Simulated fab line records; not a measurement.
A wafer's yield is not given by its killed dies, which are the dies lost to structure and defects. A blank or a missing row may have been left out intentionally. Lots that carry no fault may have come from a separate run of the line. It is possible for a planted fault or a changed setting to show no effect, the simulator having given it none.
Problem report in the 8D (eight disciplines) form, filled by code ; flow sky130 ; the parts of the form that need people (team, actions taken, sign-off) are left out

== 1. WHAT WENT WRONG ==
SONOS_ONO_CVD_04_THK at SKY_SONOS_ONO_THK_MEAS_05 reads a mean of 4.76 nm on 9 wafers of 3 lots; wafers without a fault read 5.67 nm with a standard deviation of 0.1. Relative to the usual mean, that is a shift of -9.1 standard deviations.
Earliest sighting: wafer L911.1 on film-metro-04 at day 18 05:18. Wafers with a number at this step in the record: 42, from 14 lots. Rule for "out" (also "out of limits"): further than 4 standard deviations from the usual mean. Any other wafer with a number is counted as sound.

== 2. WHAT THIS IS AND IS NOT ==
question;is;is not
which readings at this step;SONOS_ONO_CVD_04_THK;-
which lots;L911, L912, L913;L892, L893, L894, L895, L898, L899, L900, L901, L902, L903, L906
which wafers of those lots;all that have a number;-
read on which gauges;film-metro-04;film-metro-01, film-metro-03
when;from day 18 05:18;up to then (33 sound wafers)

== 3. SUSPECTS, AND WHAT RULES EACH OUT ==
Counting: any tool at a process step up to the reading is kept as a suspect provided that every lot that is out went through it and no sound lot did after the first of them.
- the gauge at SKY_SONOS_ONO_THK_MEAS_05: kept. All the wafers that are out were read on film-metro-04, and no step on other tools shows them out.
- lpcvd-03 at SKY_SONOS_ONO_CVD_04 (deposits SiO2 from SiH4/N2O, target thk 5.7199 nm): kept. Every lot that is out went through it, starting with L911 (day 18 04:03), and after that it ran no sound lot; the last sound lot it ran before then is L906 (day 16 05:04).
What counting leaves: lpcvd-03 at SKY_SONOS_ONO_CVD_04 and film-metro-04 at SKY_SONOS_ONO_THK_MEAS_05.

== 4. THE CAUSE (what the simulator had put in) ==
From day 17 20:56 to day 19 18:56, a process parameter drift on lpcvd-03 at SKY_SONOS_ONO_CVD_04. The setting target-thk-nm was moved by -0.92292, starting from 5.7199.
Counting left 2 suspects, and this tool is among them.

== 5. THE EFFECT CHAIN, in route order ==
Each row: a reading where the mean over the struck wafers with a number is more than 3 standard deviations away from the usual. Readings are gone through only where the record gives a usual standard deviation; hours: the median, over the lots, of the time from a lot's start at the first step in this table giving one to that lot's start at this step; sigmas: the change measured in usual standard deviations.
hours;step;reading;usual;on struck wafers;change;sigmas
0;SKY_SONOS_ONO_THK_MEAS_05;SONOS_ONO_CVD_04_THK;5.67 nm;4.76;-0.91;-9.1
Later steps that measure or inspect, where all struck wafers having a row at the step show a number for every such reading and not one has moved that far: SKY_LDD_HVN_OVL_MEAS_07.

== 6. WHAT WOULD HAVE CAUGHT IT SOONER ==
The first out-of-limits reading at a measuring or inspecting step in this record came at day 18 05:18, 8 hours after the fault's start at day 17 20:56.
Tool readings at SKY_SONOS_ONO_CVD_04 with a usual standard deviation given in the record: none out on any struck wafer, hence no alarm at a limit of 4 standard deviations on them.
Of the lots that are out (3), L912, L913 began SKY_SONOS_ONO_CVD_04 on lpcvd-03 after day 18 05:18. A hold on the tool at that time would have spared those 2.
